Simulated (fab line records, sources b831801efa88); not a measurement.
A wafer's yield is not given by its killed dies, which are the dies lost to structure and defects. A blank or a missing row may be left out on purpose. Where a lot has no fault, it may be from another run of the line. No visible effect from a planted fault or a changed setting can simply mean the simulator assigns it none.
fab line records    flow sky130
[record] lots = 5  wafers = 23
route steps=708 shown FIELD_ISO@2 PWDE@47 NWELL@59 VT_ADJUST_HVTP@91 VT_ADJUST_LVTN@106 VT_ADJUST_HVTR@137 SONOS_TUNNEL@160
start_h: hours from the record's opening day to when the first of the lot's shown wafers began    wait_h: hours since the lot's step before    " repeats the value in the row above    L1.1+2: one row covering several wafers at once    - either no value or no given start    * or withheld: withheld    < > ~ a bound
route shown NAME@n: a module of which the file shows steps, and the number in the route of the first    usual: average and standard deviation across the fault-free wafers    same: alike in all rows    chamber/n: place in a boat    sites: the reading at each site    _std_site: the values' standard deviation    _edge_site: outer sites' mean less inner sites'    radius_mm: how far each site lies from the wafer's centre    mask NAME#n: copy n    behind: the tool/chamber that last shaped the wafer    hold: why the lot went on hold/how many hours it stayed there/how the hold came to an end    device: which transistor (n, p or np) failed to switch    end of line: tests run on the same wafers once the route is complete    a step without rows: its recipe alone    killed: dies lost to structure and defects at the first sort, not the wafer's yield    map: shows each die of a wafer: x if killed, . if not, _ if none is there
set.NAME: setting as actually run; set.NAME@STEP: the setting as run at that earlier step    model.NAME: the simulator's own value behind a step, which no gauge read
lots whose settings were changed on purpose; a table a step, a row a wafer
[[steps]]
[step SKY_FIELD_ISO_OXIDATION_01]
[recipe] temp_c = 900  ambient = O2  stabilise_s = 600  purge_s = 300  target_thk_a = 120  ox_time_s = 1843
lot.wafer  tool        chamber  start_h  wait_h  set.temp_c  model.SiO2_of_FIELD_ISO_OXIDATION_01.thk_nm
L077.1     -           -        -        0.1     878.6       9.511
L077.2     "           -        "        "       878.6       9.311
L077.3     "           -        "        "       878.6       9.222
L077.4     "           -        "        "       878.6       9.591
L077.6     "           -        "        "       878.6       9.329
L078.2     -           -        -        0.4     911.4       14
L078.3+4   "           -        "        "       911.4       13.86
L078.5     "           -        "        "       911.4       14.1
L078.6     "           -        "        "       911.4       14.04
L080.2     furnace-01  0        40.66    0.6     900         12.09
L080.4     "           0        "        "       900         12.07
L080.5     "           0        "        "       900         12.1
L083.1     -           -        -        0.1     916.4       14.53
L083.2     "           -        "        "       916.4       14.6
L083.3+4   "           -        "        "       916.4       14.7
L083.5     "           -        "        "       916.4       14.64
L084.1     -           -        -        0.1     891.7       11.1
L084.2     "           -        "        "       891.7       11.25
L084.3     "           -        "        "       891.7       11.31
L084.4     "           -        "        "       891.7       11.13
L084.6     "           -        "        "       891.7       11.21
[step SKY_FIELD_ISO_THK_MEAS_02]
[recipe] reads = SiO2_of_FIELD_ISO_OXIDATION_01
[usual] FIELD_ISO_OXIDATION_00_THK = 12.16/0.19
lot.wafer  tool           chamber  start_h  wait_h  set.temp_c@FIELD_ISO_OXIDATION_01  FIELD_ISO_OXIDATION_00_THK[nm]
L077.1     film_metro-01  -        -        -       878.6                              9.50
L077.2     "              -        "        "       878.6                              9.34
L077.3     "              -        "        "       878.6                              9.21
L077.4     "              -        "        "       878.6                              9.65
L077.6     "              -        "        "       878.6                              9.35
L078.2     film_metro-02  -        -        -       911.4                              13.97
L078.3     "              -        "        "       911.4                              13.87
L078.4     "              -        "        "       911.4                              13.86
L078.5     "              -        "        "       911.4                              14.11
L078.6     "              -        "        "       911.4                              14.00
L080.2     film_metro-03  -        42.18    0.0     900                                12.10
L080.4     "              -        "        "       900                                12.09
L080.5     "              -        "        "       900                                12.12
L083.1     film_metro-02  -        -        -       916.4                              14.52
L083.2     "              -        "        "       916.4                              14.64
L083.3     "              -        "        "       916.4                              14.66
L083.4     "              -        "        "       916.4                              14.71
L083.5     "              -        "        "       916.4                              14.63
L084.1     film_metro-03  -        -        -       891.7                              11.08
L084.2     "              -        "        "       891.7                              11.25
L084.3     "              -        "        "       891.7                              11.37
L084.4     "              -        "        "       891.7                              11.13
L084.6     "              -        "        "       891.7                              11.20
[step SKY_FIELD_ISO_ETCH_15]
[recipe] chemistry = CHF3/O2  target_depth_nm = 180  stop_on = Si  source_w = 600  bias_w = 200  pressure_mtorr = 40  chf3_flow_sccm = 50  O2_flow_sccm = 5  time_s = 72
lot.wafer  tool         chamber  start_h  wait_h  set.time_s  model.KrF-thick_of_FIELD_ISO_COAT_08.thk_nm
L077.1     rie_diel-03  0        45.90    0.0     79.92       213
L077.2     "            3        "        "       72          237
L077.3     "            2        "        "       79.92       217.2
L077.4     "            2        "        "       72          233.6
L077.6     "            3        "        "       79.92       219.3
L078.2     rie_diel-03  3        51.55    0.0     79.99       221.3
L078.3     "            0        "        "       72          232.9
L078.4     "            1        "        "       72          235.5
L078.5     "            1        "        "       79.99       216.8
L078.6     "            2        "        "       72          235.2
L080.2     rie_diel-02  3        61.27    0.0     72          233
L080.4     "            1        "        "       72          235.1
L080.5     "            0        "        "       72          235.6
L083.1     rie_diel-01  1        75.10    0.0     72          232.7
L083.2     "            2        "        "       77.82       213.4
L083.3     "            0        "        "       72          225.3
L083.4     "            3        "        "       77.82       212.8
L083.5     "            1        "        "       72          230.7
L084.1     rie_diel-02  3        80.45    0.0     72          237.1
L084.2     "            0        "        "       72          237
L084.3     "            2        "        "       82.09       215.8
L084.4     "            1        "        "       82.09       212.1
L084.6     "            3        "        "       82.09       211.5
[step SKY_FIELD_ISO_STRIP_16]
[recipe] chemistry = O2/N2  power_w = 1400  pressure_mtorr = 1500  platen_temp_c = withheld  o2_flow_sccm = 3000  n2_flow_sccm = 300  overash_fraction = 0.5
[usual] strip_time_to_endpoint_s = 3.51/0.035
lot.wafer  tool             chamber  start_h  wait_h  set.time_s@FIELD_ISO_ETCH_15  strip_time_to_endpoint_s
L077.1     plasma_asher-04  0        45.96    0.0     79.92                         3.29
L077.2     "                1        "        "       72                            3.56
L077.3     "                0        "        "       79.92                         3.34
L077.4     "                1        "        "       72                            3.52
L077.6     "                1        "        "       79.92                         3.37
L078.2     plasma_asher-01  0        51.60    0.0     79.99                         3.39
L078.3     "                1        "        "       72                            3.50
L078.4     "                0        "        "       72                            3.54
L078.5     "                0        "        "       79.99                         3.34
L078.6     "                1        "        "       72                            3.54
L080.2     plasma_asher-01  1        61.33    0.0     72                            3.52
L080.4     "                0        "        "       72                            3.51
L080.5     "                1        "        "       72                            3.53
L083.1     plasma_asher-04  0        75.16    0.0     72                            3.51
L083.2     "                1        "        "       77.82                         3.30
L083.3     "                1        "        "       72                            3.40
L083.4     "                0        "        "       77.82                         3.29
L083.5     "                1        "        "       72                            3.49
L084.1     plasma_asher-04  1        80.51    0.0     72                            3.55
L084.2     "                0        "        "       72                            3.54
L084.3     "                0        "        "       82.09                         3.32
L084.4     "                1        "        "       82.09                         3.30
L084.6     "                0        "        "       82.09                         3.29
[step SKY_PWDE_COAT_02]
[recipe] spin_rpm = 2000  resist_thk_nm = 3000
lot.wafer  tool            chamber  start_h  wait_h  set.spin_rpm  model.coat_of_PWDE_COAT_02.thk_nm
L077.1     litho_track-02  0        79.06    0.1     2000          2991
L077.2     "               0        "        "       2000          2979
L077.3     "               0        "        "       2000          2994
L077.4     "               0        "        "       2000          2992
L077.6     "               0        "        "       2000          2986
L078.2     litho_track-02  0        83.98    0.1     1934          3042
L078.3     "               0        "        "       2000          2993
L078.4     "               0        "        "       2000          2991
L078.5     "               0        "        "       1934          3037
L078.6     "               0        "        "       1934          3044
L080.2     litho_track-03  0        92.80    0.1     2000          3011
L080.4     "               0        "        "       2000          3003
L080.5     "               0        "        "       2000          2999
L083.1     litho_track-04  0        109.04   0.1     2136          2897
L083.2     "               0        "        "       2136          2899
L083.3     "               0        "        "       2000          2998
L083.4     "               0        "        "       2000          2990
L083.5     "               0        "        "       2136          2892
L084.1     litho_track-03  0        116.73   0.1     1935          3040
L084.2     "               0        "        "       2000          3001
L084.3     "               0        "        "       2000          2995
L084.4     "               0        "        "       1935          3047
L084.6     "               0        "        "       1935          3048
[step SKY_PWDE_IMPLANT_08]
[recipe] species = B  energy_kev = 150  dose_cm2 = 3.6e+12  tilt_deg = withheld
lot.wafer   tool          chamber  start_h  wait_h  set.energy_kev  model.implant.drp_nm  model.implant.rp_nm
L077.1+2+3  implanter-02  0        87.73    0.0     150             97.97                 447.4
L077.4+6    "             0        "        "       153.4           98.87                 455.4
L078.2+3    implanter-02  0        91.72    0.0     155.6           99.48                 444.5
L078.4+5+6  "             0        "        "       150             97.97                 431.8
L080.2+4+5  implanter-02  0        102.01   0.0     150             97.97                 452.7
L083.1+5    implanter-04  0        118.69   0.0     150             97.97                 442.5
L083.2+3+4  "             0        "        "       142.2           96.03                 424.4
L084.1+6    implanter-03  0        126.08   0.0     152.7           98.68                 444.7
L084.2+3+4  "             0        "        "       150             97.97                 438.5
[step SKY_PWDE_STRIP_09]
[recipe] chemistry = O2/N2  power_w = 1400  pressure_mtorr = 1500  platen_temp_c = withheld  o2_flow_sccm = 3000  n2_flow_sccm = 300  overash_fraction = 0.5
[usual] strip_time_to_endpoint_s = 36.86/0.092
lot.wafer  tool             chamber  start_h  wait_h  set.spin_rpm@PWDE_COAT_02  strip_time_to_endpoint_s
L077.1     plasma_asher-02  1        87.88    0.1     2000                       36.80
L077.2     "                0        "        "       2000                       36.65
L077.3     "                0        "        "       2000                       36.84
L077.4     "                1        "        "       2000                       36.81
L077.6     "                0        "        "       2000                       36.75
L078.2     plasma_asher-02  1        91.84    0.1     1934                       37.41
L078.3     "                0        "        "       2000                       36.83
L078.4     "                1        "        "       2000                       36.81
L078.5     "                1        "        "       1934                       37.34
L078.6     "                0        "        "       1934                       37.42
L080.2     plasma_asher-02  0        102.13   0.1     2000                       37.04
L080.4     "                0        "        "       2000                       36.93
L080.5     "                0        "        "       2000                       36.92
L083.1     plasma_asher-01  0        118.84   0.1     2136                       35.74
L083.2     "                1        "        "       2136                       35.75
L083.3     "                1        "        "       2000                       36.88
L083.4     "                0        "        "       2000                       36.81
L083.5     "                1        "        "       2136                       35.67
L084.1     plasma_asher-01  0        126.23   0.1     1935                       37.40
L084.2     "                1        "        "       2000                       36.92
L084.3     "                1        "        "       2000                       36.84
L084.4     "                0        "        "       1935                       37.46
L084.6     "                1        "        "       1935                       37.47
[step SKY_NWELL_SOFTBAKE_06]
[recipe] temp_c = 110  time_s = withheld
lot.wafer  tool            chamber  start_h  wait_h  set.temp_c  model.coat_of_NWELL_COAT_05.thk_nm
L077.1     litho_track-02  0        96.36    0.1     112.9       2969
L077.2     "               0        "        "       112.9       2968
L077.3     "               0        "        "       110         2983
L077.4     "               0        "        "       110         2989
L077.6     "               0        "        "       110         2997
L078.2     litho_track-04  0        101.13   0.1     110         2991
L078.3     "               0        "        "       112.6       2970
L078.4     "               0        "        "       110         2997
L078.5     "               0        "        "       112.6       2977
L078.6     "               0        "        "       112.6       2974
L080.2     litho_track-01  0        110.77   0.1     110         3010
L080.4     "               0        "        "       110         3004
L080.5     "               0        "        "       110         3005
L083.1     litho_track-04  0        127.89   0.1     113.3       2974
L083.2     "               0        "        "       113.3       2968
L083.3     "               0        "        "       110         3001
L083.4     "               0        "        "       113.3       2970
L083.5     "               0        "        "       110         2993
L084.1     litho_track-01  0        135.54   0.1     113.3       2977
L084.2+3   "               0        "        "       110         3007
L084.4     "               0        "        "       113.3       2982
L084.6     "               0        "        "       110         3002
[step SKY_NWELL_EXPOSE_07]
[recipe] mask_id = NWM  na = 0.6  source_shape = conventional  sigma_outer = 0.6  polarization = unpolarized  target_cd_nm = 840  dose_mj = 255
[step SKY_NWELL_PEB_08]
[recipe] temp_c = 115  time_s = withheld
[step SKY_NWELL_IMPLANT_12]
[recipe] species = P  energy_kev = 120  dose_cm2 = 1.3e+12  tilt_deg = withheld
[step SKY_NWELL_IMPLANT_13]
[recipe] species = P  energy_kev = 50  dose_cm2 = 7e+11  tilt_deg = withheld
[step SKY_NWELL_STRIP_14]
[recipe] chemistry = O2/N2  power_w = 1400  pressure_mtorr = 1500  platen_temp_c = withheld  o2_flow_sccm = 3000  n2_flow_sccm = 300  overash_fraction = 0.5
[usual] strip_time_to_endpoint_s = 36.89/0.12
lot.wafer  tool             chamber  start_h  wait_h  set.temp_c@NWELL_SOFTBAKE_06  strip_time_to_endpoint_s
L077.1     plasma_asher-04  1        105.77   0.1     112.9                         36.56
L077.2     "                0        "        "       112.9                         36.53
L077.3     "                0        "        "       110                           36.73
L077.4     "                1        "        "       110                           36.78
L077.6     "                0        "        "       110                           36.87
L078.2     plasma_asher-02  0        110.44   0.1     110                           36.81
L078.3     "                0        "        "       112.6                         36.55
L078.4     "                1        "        "       110                           36.88
L078.5     "                1        "        "       112.6                         36.64
L078.6     "                0        "        "       112.6                         36.62
L080.2     plasma_asher-01  1        120.88   0.1     110                           37.03
L080.4     "                1        "        "       110                           36.95
L080.5     "                0        "        "       110                           36.97
L083.1     plasma_asher-02  1        138.17   0.1     113.3                         36.62
L083.2     "                0        "        "       113.3                         36.52
L083.3     "                0        "        "       110                           36.93
L083.4     "                1        "        "       113.3                         36.56
L083.5     "                0        "        "       110                           36.83
L084.1     plasma_asher-01  0        145.23   0.1     113.3                         36.64
L084.2     "                1        "        "       110                           37.02
L084.3     "                1        "        "       110                           37.00
L084.4     "                0        "        "       113.3                         36.70
L084.6     "                1        "        "       110                           36.95
[step SKY_VT_ADJUST_HVTP_DEVELOP_06]
[recipe] resist = NOVOLAK  developer = TMAH  develop_time_s = 60  dev_temp_c = 23
lot.wafer   tool            chamber  start_h  wait_h  set.dev_temp_c
L077.1+4+6  litho_track-01  0        143.29   0.1     23
L077.2+3    "               0        "        "       21.56
L078.2+5    litho_track-01  0        148.56   0.1     23
L078.3+4+6  "               0        "        "       20.65
L080.2+4+5  litho_track-03  0        159.20   0.1     23
L083.1+2    litho_track-02  0        178.81   0.1     23
L083.3+4+5  "               0        "        "       26.4
L084.1+3+4  litho_track-03  0        186.63   0.1     23
L084.2+6    "               0        "        "       20.09
[step SKY_VT_ADJUST_HVTP_CD_MEAS_07]
[recipe] target_cd_nm = 380
[usual] cd_nm = 380.1/2.2
lot.wafer  tool       chamber  start_h  wait_h  set.dev_temp_c@VT_ADJUST_HVTP_DEVELOP_06  cd_nm
L077.1     cd_sem-01  -        143.44   0.1     23                                        382.6
L077.2     "          -        "        "       21.56                                     385.4
L077.3     "          -        "        "       21.56                                     384.9
L077.4     "          -        "        "       23                                        383.9
L077.6     "          -        "        "       23                                        383.2
L078.2     cd_sem-02  -        148.71   0.1     23                                        379.2
L078.3     "          -        "        "       20.65                                     388.8
L078.4     "          -        "        "       20.65                                     388.8
L078.5     "          -        "        "       23                                        383.2
L078.6     "          -        "        "       20.65                                     387.9
L080.2     cd_sem-01  -        159.35   0.1     23                                        375.7
L080.4     "          -        "        "       23                                        376.5
L080.5     "          -        "        "       23                                        375.2
L083.1     cd_sem-01  -        178.96   0.1     23                                        378.7
L083.2     "          -        "        "       23                                        377.4
L083.3     "          -        "        "       26.4                                      366.3
L083.4     "          -        "        "       26.4                                      368.8
L083.5     "          -        "        "       26.4                                      366.0
L084.1     cd_sem-02  -        186.78   0.1     23                                        380.7
L084.2     "          -        "        "       20.09                                     386.7
L084.3     "          -        "        "       23                                        379.1
L084.4     "          -        "        "       23                                        379.9
L084.6     "          -        "        "       20.09                                     388.8
[step SKY_VT_ADJUST_LVTN_STRIP_09]
[recipe] chemistry = O2/N2  power_w = 1400  pressure_mtorr = 1500  platen_temp_c = withheld  o2_flow_sccm = 3000  n2_flow_sccm = 300  overash_fraction = 0.5
[usual] strip_time_to_endpoint_s = 36.88/0.097
lot.wafer  tool             chamber  start_h  wait_h  set.o2_flow_sccm  strip_time_to_endpoint_s
L077.1     plasma_asher-04  1        164.43   0.1     3000              36.80
L077.2     "                0        "        "       3000              36.79
L077.3     "                0        "        "       3216              36.66
L077.4     "                1        "        "       3000              36.77
L077.6     "                1        "        "       3216              36.68
L078.2     plasma_asher-02  0        168.86   0.1     3000              36.84
L078.3     "                0        "        "       3000              36.80
L078.4     "                1        "        "       3000              36.85
L078.5     "                1        "        "       3000              36.78
L078.6     "                0        "        "       3000              36.80
L080.2     plasma_asher-03  1        180.51   0.1     3000              36.82
L080.4     "                0        "        "       3000              37.02
L080.5     "                0        "        "       3000              36.90
L083.1     plasma_asher-04  0        200.68   0.1     3000              36.82
L083.2     "                1        "        "       3000              36.90
L083.3     "                0        "        "       3000              36.91
L083.4     "                1        "        "       2551              37.34
L083.5     "                1        "        "       2551              37.32
L084.1     plasma_asher-03  1        208.67   0.1     2764              36.99
L084.2     "                0        "        "       3000              36.83
L084.3     "                1        "        "       3000              36.84
L084.4     "                0        "        "       2764              36.94
L084.6     "                1        "        "       2764              37.01
[step SKY_VT_ADJUST_HVTR_DEVELOP_06]
[recipe] develop_time_s = 60  dev_temp_c = 23
lot.wafer       tool            chamber  start_h  wait_h  set.dev_temp_c
L077.1+2+3      litho_track-01  0        229.34   0.1     23
L077.4+6        "               0        "        "       26
L078.2+5+6      litho_track-04  0        234.47   0.1     23
L078.3+4        "               0        "        "       25.9
L080.2+4+5      litho_track-02  0        247.48   0.1     23
L083.1+5        litho_track-02  0        269.66   0.1     23
L083.2+3+4      "               0        "        "       20.3
L084.1+2+3+4+6  litho_track-01  0        277.94   0.1     23
[step SKY_VT_ADJUST_HVTR_CD_MEAS_07]
[recipe] target_cd_nm = 380
[usual] cd_nm = 380.7/2
lot.wafer  tool       chamber  start_h  wait_h  set.dev_temp_c@VT_ADJUST_HVTR_DEVELOP_06  cd_nm
L077.1     cd_sem-01  -        229.49   0.1     23                                        379.6
L077.2     "          -        "        "       23                                        380.5
L077.3     "          -        "        "       23                                        378.4
L077.4     "          -        "        "       26                                        371.9
L077.6     "          -        "        "       26                                        370.7
L078.2     cd_sem-01  -        234.61   0.1     23                                        380.1
L078.3     "          -        "        "       25.9                                      370.8
L078.4     "          -        "        "       25.9                                      372.1
L078.5     "          -        "        "       23                                        380.7
L078.6     "          -        "        "       23                                        381.8
L080.2     cd_sem-01  -        247.63   0.1     23                                        380.4
L080.4     "          -        "        "       23                                        380.3
L080.5     "          -        "        "       23                                        380.0
L083.1     cd_sem-01  -        269.81   0.1     23                                        380.0
L083.2     "          -        "        "       20.3                                      388.6
L083.3     "          -        "        "       20.3                                      388.4
L083.4     "          -        "        "       20.3                                      386.2
L083.5     "          -        "        "       23                                        380.4
L084.1     cd_sem-01  -        278.09   0.1     23                                        377.5
L084.2     "          -        "        "       23                                        377.9
L084.3     "          -        "        "       23                                        376.1
L084.4     "          -        "        "       23                                        375.0
L084.6     "          -        "        "       23                                        376.6
[step SKY_SONOS_TUNNEL_DEVELOP_06]
[recipe] resist = NOVOLAK  developer = TMAH  develop_time_s = 60  dev_temp_c = 23
lot.wafer       tool            chamber  start_h  wait_h  set.develop_time_s
L077.1+2+3+4+6  litho_track-04  0        276.49   0.1     60
L078.2+3+4      litho_track-03  0        283.85   0.1     60
L078.5+6        "               0        "        "       65.72
L080.2+4+5      litho_track-01  0        297.06   0.1     60
L083.1+2+3+4+5  litho_track-01  0        320.89   0.1     60
L084.1+2+3      litho_track-01  0        330.19   0.1     60
L084.4+6        "               0        "        "       57.38
[step SKY_SONOS_TUNNEL_CD_MEAS_07]
[recipe] target_cd_nm = 410
[usual] cd_nm = 410.0/1.9
lot.wafer  tool       chamber  start_h  wait_h  set.develop_time_s@SONOS_TUNNEL_DEVELOP_06  cd_nm
L077.1     cd_sem-01  -        276.64   0.1     60                                          407.9
L077.2     "          -        "        "       60                                          408.7
L077.3     "          -        "        "       60                                          408.2
L077.4     "          -        "        "       60                                          407.6
L077.6     "          -        "        "       60                                          407.0
L078.2     cd_sem-01  -        284.00   0.1     60                                          409.8
L078.3     "          -        "        "       60                                          411.0
L078.4     "          -        "        "       60                                          408.7
L078.5     "          -        "        "       65.72                                       418.8
L078.6     "          -        "        "       65.72                                       417.6
L080.2     cd_sem-01  -        297.21   0.1     60                                          411.8
L080.4     "          -        "        "       60                                          411.7
L080.5     "          -        "        "       60                                          411.7
L083.1     cd_sem-02  -        321.04   0.1     60                                          410.9
L083.2     "          -        "        "       60                                          410.0
L083.3     "          -        "        "       60                                          409.4
L083.4     "          -        "        "       60                                          407.4
L083.5     "          -        "        "       60                                          409.3
L084.1     cd_sem-01  -        330.34   0.1     60                                          411.6
L084.2     "          -        "        "       60                                          411.1
L084.3     "          -        "        "       60                                          410.4
L084.4     "          -        "        "       57.38                                       404.9
L084.6     "          -        "        "       57.38                                       405.3
[[key]]
[split] step = SKY_FIELD_ISO_OXIDATION_01  setting = temp_c  stated = 900  by = lot
[response] step = SKY_FIELD_ISO_OXIDATION_01  reading = model.SiO2_of_FIELD_ISO_OXIDATION_01.thk_nm  change = +1.25  per = 1%  r = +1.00
[response] step = SKY_FIELD_ISO_THK_MEAS_02  reading = FIELD_ISO_OXIDATION_00_THK  change = +1.25  per = 1%  r = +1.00
[split] step = SKY_FIELD_ISO_ETCH_15  setting = time_s  stated = 72  by = wafer
[response] step = SKY_FIELD_ISO_ETCH_15  reading = model.KrF-thick_of_FIELD_ISO_COAT_08.thk_nm  change = -1.67  per = 1%  r = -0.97
[response] step = SKY_FIELD_ISO_STRIP_16  reading = strip_time_to_endpoint_s  change = *  per = 1%  r = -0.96
[split] step = SKY_PWDE_COAT_02  setting = spin_rpm  stated = 2000  by = wafer
[response] step = SKY_PWDE_COAT_02  reading = model.coat_of_PWDE_COAT_02.thk_nm  change = -14.5  per = 1%  r = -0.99
[response] step = SKY_PWDE_STRIP_09  reading = strip_time_to_endpoint_s  change = *  per = 1%  r = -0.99
[split] step = SKY_PWDE_IMPLANT_08  setting = energy_kev  stated = 150  by = wafer
[response] step = SKY_PWDE_IMPLANT_08  reading = model.implant.drp_nm  change = +0.386  per = 1%  r = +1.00
[response] step = SKY_PWDE_IMPLANT_08  reading = model.implant.rp_nm  change = +3.46  per = 1%  r = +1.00
[split] step = SKY_NWELL_SOFTBAKE_06  setting = temp_c  stated = 110  by = wafer
[response] step = SKY_NWELL_SOFTBAKE_06  reading = model.coat_of_NWELL_COAT_05.thk_nm  change = -8.53  per = 1%  r = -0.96
[response] step = SKY_NWELL_STRIP_14  reading = strip_time_to_endpoint_s  change = *  per = 1%  r = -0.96
[split] step = SKY_VT_ADJUST_HVTP_DEVELOP_06  setting = dev_temp_c  stated = 23  by = wafer
[response] step = SKY_VT_ADJUST_HVTP_CD_MEAS_07  reading = cd_nm  change = -0.667  per = 1%  r = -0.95
[split] step = SKY_VT_ADJUST_LVTN_STRIP_09  setting = o2_flow_sccm  stated = 3000  by = wafer
[response] step = SKY_VT_ADJUST_LVTN_STRIP_09  reading = strip_time_to_endpoint_s  change = *  per = 1%  r = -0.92
[split] step = SKY_VT_ADJUST_HVTR_DEVELOP_06  setting = dev_temp_c  stated = 23  by = wafer
[response] step = SKY_VT_ADJUST_HVTR_CD_MEAS_07  reading = cd_nm  change = -0.671  per = 1%  r = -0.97
[split] step = SKY_SONOS_TUNNEL_DEVELOP_06  setting = develop_time_s  stated = 60  by = wafer
[response] step = SKY_SONOS_TUNNEL_CD_MEAS_07  reading = cd_nm  change = +0.958  per = 1%  r = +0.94
